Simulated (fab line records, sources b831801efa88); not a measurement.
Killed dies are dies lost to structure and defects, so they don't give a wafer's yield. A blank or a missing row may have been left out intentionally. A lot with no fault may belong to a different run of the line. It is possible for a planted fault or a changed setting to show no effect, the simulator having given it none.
fab line records -- flow sky130 -- part 2 of 2: steps 31 to 38 of 38
record lots=5, wafers=15, last_day=50
route steps=708 shown CAPM@537 METAL3@555 VIA3@573
lots untouched by any fault: they come from a run of this same line in which no faults occurred
start_h: hours from the record's opening day to when the first of the lot's shown wafers began -- wait_h: hours from the lot's prior step to this one -- " identical to the entry in the row above -- L1.1+2: one row covering several wafers at once -- - no value, or no start given -- * or withheld: withheld -- < > ~ a bound
route shown NAME@n: NAME is a module with steps in the file, n the number in the route of the first one -- usual: average and standard deviation across the fault-free wafers -- same: alike in all rows -- chamber/n: place in a boat -- sites: readings site by site -- _std_site: the standard deviation of these -- _edge_site: the outer-site mean with the inner-site mean subtracted -- radius_mm: how far each site lies from the wafer's centre -- mask NAME#n: copy n -- behind: the most recent tool/chamber to have shaped the wafer -- hold: the reason the lot was held/the length of the hold in hours/how it ended -- device: which transistor (n, p or np) failed to switch -- end of line: the same wafers' tests at the end of the route -- a step without rows: its recipe alone -- killed: count of dies lost to structure and defects at first sort (not the wafer's yield) -- map: a wafer's dies, x killed, . not, _ none there
set.NAME: the setting the step ran with; set.NAME@STEP: the setting that earlier step ran with -- model.NAME: the simulator's own value behind a step, which no gauge read
lots at selected steps of the route; one table per step, one row per wafer
services: a tool's chamber out of use, with start hour (start_h, from the record's first day; less than 0 if before it), hours out, and reason
## steps
# step SKY_METAL3_ETCH_17
# recipe target=SiO2, stop_on=TiN, chemistry=C4F8/O2/Ar, source_w=1500, bias_w=1200, pressure_mtorr=40, c4f8_flow_sccm=withheld, O2_flow_sccm=6, Ar_flow_sccm=300, time_s=3.9, target_depth_a=150
# usual chamber_pressure_mTorr=40.00/0.037, oes_product_au=0.751/0.006
# same time_s=3.9
lot.wafer,tool,chamber,start_h,wait_h,chamber_pressure_mTorr,oes_product_au,rf_hours_counter_h
L075.1,rie_diel-04,2,918.42,0.1,39.95,0.745,11
L075.3,rie_diel-04,0,918.42,0.1,40.00,0.754,17
L075.5,rie_diel-04,0,918.42,0.1,40.01,0.748,-
L091.1,rie_diel-03,1,1028.86,0.1,40.00,0.749,14
L091.3,rie_diel-03,2,1028.86,0.1,40.03,0.750,5
L091.5,rie_diel-03,0,1028.86,0.1,39.99,0.753,-
L094.1,rie_diel-01,3,1039.02,0.1,39.93,0.751,11
L094.4,rie_diel-01,2,1039.02,0.1,40.02,0.748,20
L094.6,rie_diel-01,0,1039.02,0.1,40.01,0.757,-
L096.2,rie_diel-03,0,1061.99,0.1,40.03,0.757,4
L096.3,rie_diel-03,3,1061.99,0.1,40.00,0.747,18
L096.5,rie_diel-03,3,1061.99,0.1,39.96,0.764,-
L097.2,rie_diel-03,0,1072.19,0.1,40.06,0.747,5
L097.3,rie_diel-03,3,1072.19,0.1,39.99,0.751,19
L097.5,rie_diel-03,0,1072.19,0.1,40.09,0.753,-
# step SKY_METAL3_METAL_ETCH_18
# recipe target_depth_a=8450, stop_on=SiO2, over_etch_frac=0.3, time_s=183.1, chemistry=Cl2/BCl3, resist_sidewall_deg=88, pressure_mtorr=10, icp_w=900, bias_w=48.5, Cl2_flow_sccm=60, bcl3_flow_sccm=30
# usual chamber_pressure_mTorr=9.999/0.0084, drypump_motor_current_A=5.71/0.23, oes_product_au=0.869/0.0059, throttle_valve_pct=22.265/0.0094
# same time_s=183.1
lot.wafer,tool,chamber,start_h,wait_h,chamber_pressure_mTorr,drypump_motor_current_A,oes_product_au,rf_hours_counter_h,throttle_valve_pct
L075.1,rie_metal-04,0,918.44,0.0,10.010,5.44,0.859,6,22.259
L075.3,rie_metal-04,1,918.44,0.0,10.007,5.93,0.863,-,22.268
L075.5,rie_metal-04,0,918.44,0.0,10.010,5.43,0.861,-,22.265
L091.1,rie_metal-01,0,1028.88,0.0,10.028,5.39,0.881,19,22.264
L091.3,rie_metal-01,1,1028.88,0.0,10.006,5.86,0.875,-,22.262
L091.5,rie_metal-01,0,1028.88,0.0,9.992,5.38,0.879,-,22.270
L094.1,rie_metal-03,1,1039.04,0.0,10.000,5.67,0.861,17,22.264
L094.4,rie_metal-03,1,1039.04,0.0,9.995,5.66,0.861,-,22.273
L094.6,rie_metal-03,1,1039.04,0.0,10.000,5.67,0.864,-,22.262
L096.2,rie_metal-03,1,1062.01,0.0,9.997,5.65,0.876,18,22.270
L096.3,rie_metal-03,1,1062.01,0.0,9.998,5.65,0.863,-,22.282
L096.5,rie_metal-03,1,1062.01,0.0,9.995,5.65,0.868,-,22.260
L097.2,rie_metal-03,0,1072.21,0.0,10.004,5.95,0.877,23,22.274
L097.3,rie_metal-03,0,1072.21,0.0,9.993,5.91,0.874,-,22.270
L097.5,rie_metal-03,0,1072.21,0.0,9.981,5.95,0.878,-,22.249
# step SKY_METAL3_STRIP_19
# recipe chemistry=O2/N2, power_w=1400, pressure_mtorr=1500, platen_temp_c=withheld, o2_flow_sccm=3000, n2_flow_sccm=300, overash_fraction=0.5
# usual chamber_pressure_mTorr=1500.0/1.5, drypump_motor_current_A=5.5/0.48, oes_product_au=0.502/0.0051, strip_time_to_endpoint_s=6.52/0.052
lot.wafer,tool,chamber,start_h,wait_h,chamber_pressure_mTorr,drypump_motor_current_A,oes_product_au,rf_hours_counter_h,strip_time_to_endpoint_s
L075.1,plasma_asher-04,0,918.61,0.1,1498.5,6.2,0.512,109,6.59
L075.3,plasma_asher-04,1,918.61,0.1,1500.5,4.8,0.506,-,6.55
L075.5,plasma_asher-04,1,918.61,0.1,1494.6,4.8,0.499,-,6.57
L091.1,plasma_asher-02,0,1029.06,0.1,1501.5,5.9,0.498,30,6.51
L091.3,plasma_asher-02,0,1029.06,0.1,1500.6,5.9,0.499,-,6.51
L091.5,plasma_asher-02,1,1029.06,0.1,1501.1,5.0,0.500,-,6.54
L094.1,plasma_asher-01,1,1039.27,0.2,1497.6,5.6,0.501,93,6.54
L094.4,plasma_asher-01,0,1039.27,0.2,1501.1,5.7,0.505,-,6.58
L094.6,plasma_asher-01,1,1039.27,0.2,1503.6,5.6,0.498,-,6.53
L096.2,plasma_asher-02,0,1062.19,0.1,1501.1,5.9,0.502,34,6.56
L096.3,plasma_asher-02,1,1062.19,0.1,1500.5,5.0,0.500,-,6.54
L096.5,plasma_asher-02,0,1062.19,0.1,1500.6,5.9,0.501,-,6.52
L097.2,plasma_asher-04,1,1072.39,0.1,1499.3,4.8,0.505,1,6.56
L097.3,plasma_asher-04,1,1072.39,0.1,1499.9,4.8,0.507,-,6.56
L097.5,plasma_asher-04,0,1072.39,0.1,1497.7,6.2,0.502,-,6.56
# step SKY_METAL3_STRIP_20
# recipe chemistry=post_etch_residue_remover, time_s=1200, temp_c=72.5
# same time_s=1200
lot.wafer,tool,chamber,start_h,wait_h
L075.1+3+5,wet_bench-03,2,918.71,0.1
L091.1+3+5,wet_bench-03,0,1029.16,0.1
L094.1+4+6,wet_bench-03,2,1039.37,0.1
L096.2+3+5,wet_bench-01,2,1062.29,0.1
L097.2+3+5,wet_bench-03,3,1072.49,0.1
# step SKY_METAL3_CLEAN_21
# recipe chemistry=IPA, time_s=180, temp_c=25
# same time_s=180
lot.wafer,tool,chamber,start_h,wait_h
L075.1+3+5,wet_bench-04,3,919.09,0.0
L091.1+3+5,wet_bench-01,2,1029.50,0.0
L094.1+4+6,wet_bench-04,2,1039.78,0.0
L096.2+3+5,wet_bench-04,3,1062.63,0.0
L097.2+3+5,wet_bench-01,0,1072.83,0.0
# step SKY_METAL3_CLEAN_22
# recipe chemistry=O3/DIW, dry=n2_spin
lot.wafer,tool,chamber,start_h,wait_h
L075.1+3+5,wet_bench-03,3,919.15,0.0
L091.1+3+5,wet_bench-04,0,1029.56,0.0
L094.1+4+6,wet_bench-04,1,1039.84,0.0
L096.2+3+5,wet_bench-01,3,1062.75,0.0
L097.2+3+5,wet_bench-03,1,1072.89,0.0
# step SKY_VIA3_HDPCVD_00
# recipe material=SiO2, target_thk_nm=1635, sigma_open_frac=0.3, time_s=272.5, temp_c=400, sih4_flow_sccm=60, pressure_mtorr=6
# usual sih4_flow_sccm=59.98/0.18
# same time_s=272.5
lot.wafer,tool,chamber,start_h,wait_h,sih4_flow_sccm
L075.1,hdpcvd-01,0,919.25,0.0,59.86
L075.3,hdpcvd-01,2,919.25,0.0,60.09
L075.5,hdpcvd-01,1,919.25,0.0,59.82
L091.1,hdpcvd-02,1,1029.65,0.0,59.83
L091.3,hdpcvd-02,2,1029.65,0.0,60.21
L091.5,hdpcvd-02,0,1029.65,0.0,60.17
L094.1,hdpcvd-02,2,1039.93,0.0,59.80
L094.4,hdpcvd-02,1,1039.93,0.0,60.08
L094.6,hdpcvd-02,0,1039.93,0.0,59.99
L096.2,hdpcvd-02,1,1062.84,0.0,60.02
L096.3,hdpcvd-02,2,1062.84,0.0,60.04
L096.5,hdpcvd-02,0,1062.84,0.0,59.85
L097.2,hdpcvd-01,2,1072.98,0.0,59.84
L097.3,hdpcvd-01,0,1072.98,0.0,59.90
L097.5,hdpcvd-01,0,1072.98,0.0,60.28
# step SKY_VIA3_THK_MEAS_01
# recipe reads=SiO2_of_VIA3_HDPCVD_00
# usual VIA3_HDPCVD_THK=1625/15
lot.wafer,tool,chamber,start_h,wait_h,VIA3_HDPCVD_THK[nm]
L075.1,film_metro-02,-,919.42,0.1,1599
L075.3,film_metro-02,-,919.42,0.1,1613
L075.5,film_metro-02,-,919.42,0.1,1617
L091.1,film_metro-01,-,1029.82,0.1,1610
L091.3,film_metro-01,-,1029.82,0.1,1623
L091.5,film_metro-01,-,1029.82,0.1,1640
L094.1,film_metro-01,-,1040.10,0.1,1647
L094.4,film_metro-01,-,1040.10,0.1,1627
L094.6,film_metro-01,-,1040.10,0.1,1634
L096.2,film_metro-01,-,1063.02,0.1,1615
L096.3,film_metro-01,-,1063.02,0.1,1616
L096.5,film_metro-01,-,1063.02,0.1,1628
L097.2,film_metro-02,-,1073.16,0.1,1635
L097.3,film_metro-02,-,1073.16,0.1,1657
L097.5,film_metro-02,-,1073.16,0.1,1630
## services
tool,chamber,start_h,hours,kind
plasma_asher-02,-,843.14,2.1,repair
krf_scanner-01,-,844.17,1.0,pm
plasma_asher-04,-,849.07,3.3,repair
hdpcvd-02,-,866.10,0.7,repair
krf_scanner-01,-,867.83,0.8,pm
plasma_asher-02,-,881.66,1.8,repair
plasma_asher-04,-,896.20,10.9,repair
rie_diel-03,-,896.80,15.6,pm
iline_stepper-02,-,903.13,2.1,pm
rie_metal-04,-,910.39,1.4,pm
rie_diel-03,-,912.40,14.6,pm
krf_scanner-01,-,928.92,4.4,pm
krf_scanner-01,-,933.30,4.4,pm
rie_diel-03,2,934.23,3.7,repair
krf_scanner-01,-,937.69,1.3,pm
krf_scanner-01,-,939.38,0.5,repair
krf_scanner-01,-,951.74,7.2,pm
rie_diel-03,-,955.93,1.2,repair
wet_bench-03,-,956.14,1.9,pm
plasma_asher-04,-,1021.11,1.4,repair
rie_metal-01,1,1033.72,3.0,repair
plasma_asher-04,-,1055.25,9.0,pm
wet_bench-03,-,1055.79,3.0,repair
rie_metal-01,0,1066.70,48.3,repair
